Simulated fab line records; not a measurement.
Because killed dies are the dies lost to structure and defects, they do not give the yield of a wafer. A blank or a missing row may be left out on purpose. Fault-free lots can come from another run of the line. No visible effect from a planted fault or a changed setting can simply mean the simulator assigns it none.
A struck lot beside a sound one / flow gf180mcu / 15 steps out of a route of 602
Sound: the wafers L825.1, L825.2, L825.6. Struck: wafer L837.5 (L837.1, L837.2, from the same lot, were not struck and are left out); the cause is given at the end.
For every step that has rows: the tool of each side, followed by ch and its chambers, followed by its first start. Under that, the readings that differ: sound wafers / struck wafers / difference of the means / sigmas: that difference in standard deviations of wafers without a fault.
alike: words and numbers the same on both sides, and readings whose means are apart by under 2 such deviations; not compared: readings that were withheld, readings missing a value for some wafer, numbers with overlapping values and no deviation given by the record, and bounds like >300 which may hide the same value.
Wherever a step has rows on one side only, a row that says differs or no value, or a row with sigmas, the two part there. Numbers that have no deviation but don't overlap get no sigmas and don't part them. Lack of a reading on every wafer of one side parts them only where that side has two or more wafers.

first, 5 steps without rows for these wafers: GF_V5_COAT_09 (resist thk 1000 nm); GF_V5_SOFTBAKE_10 (time 60 s); GF_V5_EXPOSE_11 (exposes mask Via5, target cd 260 nm); GF_V5_PEB_12 (peb time 90 s); GF_V5_DEVELOP_13 (develop time 60 s).
GF_V5_CD_MEAS_14: the cd target is 260 nm.
  sound on cd_sem-02 at day 27 07:40; struck on cd_sem-01 at day 30 16:28
  alike: cd_nm
GF_V5_OVL_MEAS_15:
  sound on overlay-02 at day 27 07:47; struck on overlay-01 at day 30 16:35
  alike: V5_OVL
GF_V5_ETCH_16: etches BARC in N2/H2.
  sound on rie_diel-01 ch 0,2,3, day 27 07:49; struck on rie_diel-01 ch 0, day 30 16:37
reading=throttle_valve_pct (%); sound=13.234 13.234 13.229; struck=13.210; difference=-0.022; sigmas=-2
  alike: drypump_motor_current_A, n2_flow_sccm, oes_product_au
GF_V5_ETCH_17: etches SiO2 in C4F8/O2/Ar, stops on TiN, target depth 855 nm.
  sound: rie_diel-01 ch 0,2,3; struck: rie_diel-01 ch 0
  alike: oes_product_au
GF_V5_STRIP_18: strips in O2/N2.
  sound on plasma_asher-03 ch 0,1, day 27 07:59; struck on plasma_asher-01 ch 0, day 30 16:46
reading=drypump_motor_current_A (A); sound=5.1 5.4 5.4; struck=6.6; difference=+1.3; sigmas=+2
reading=oes_product_au (a.u.); sound=0.575 0.565 0.560; struck=0.578; difference=+0.011; sigmas=+2
  alike: heater_power_w, n2_flow_sccm
  not compared: rf_hours_counter_h
then, 2 steps without rows for these wafers: GF_V5_STRIP_19 (strips in post etch residue remover, time 1200 s); GF_V5_CLEAN_20 (cleans in DIW).
GF_V5_SPUTTER_21: material Ti, target thk 15 nm, time 80.02 s.
  sound on pvd_sputter-04 at day 27 08:31; struck on pvd_sputter-03 at day 30 17:18
reading=model.Ti_of_V5_SPUTTER_21.thk_nm (nm); sound=15.04 15.44 14.96; struck=13.3; difference=-1.8; sigmas=
  alike: throttle_valve_pct
GF_V5_SPUTTER_22: material TiN, target thk 10 nm, time 40 s.
  sound on pvd_sputter-04 at day 27 08:35; struck on pvd_sputter-03 at day 30 17:22
  alike: throttle_valve_pct
GF_PASSIVATION_PROBE_99:
  the record has rows for the sound wafers here (prober-02, day 29 03:26) and none for the struck ones

WHERE THEY PART
Earliest at GF_V5_ETCH_16; latest, in this record, at GF_PASSIVATION_PROBE_99.

WHY: the cause the simulator had injected
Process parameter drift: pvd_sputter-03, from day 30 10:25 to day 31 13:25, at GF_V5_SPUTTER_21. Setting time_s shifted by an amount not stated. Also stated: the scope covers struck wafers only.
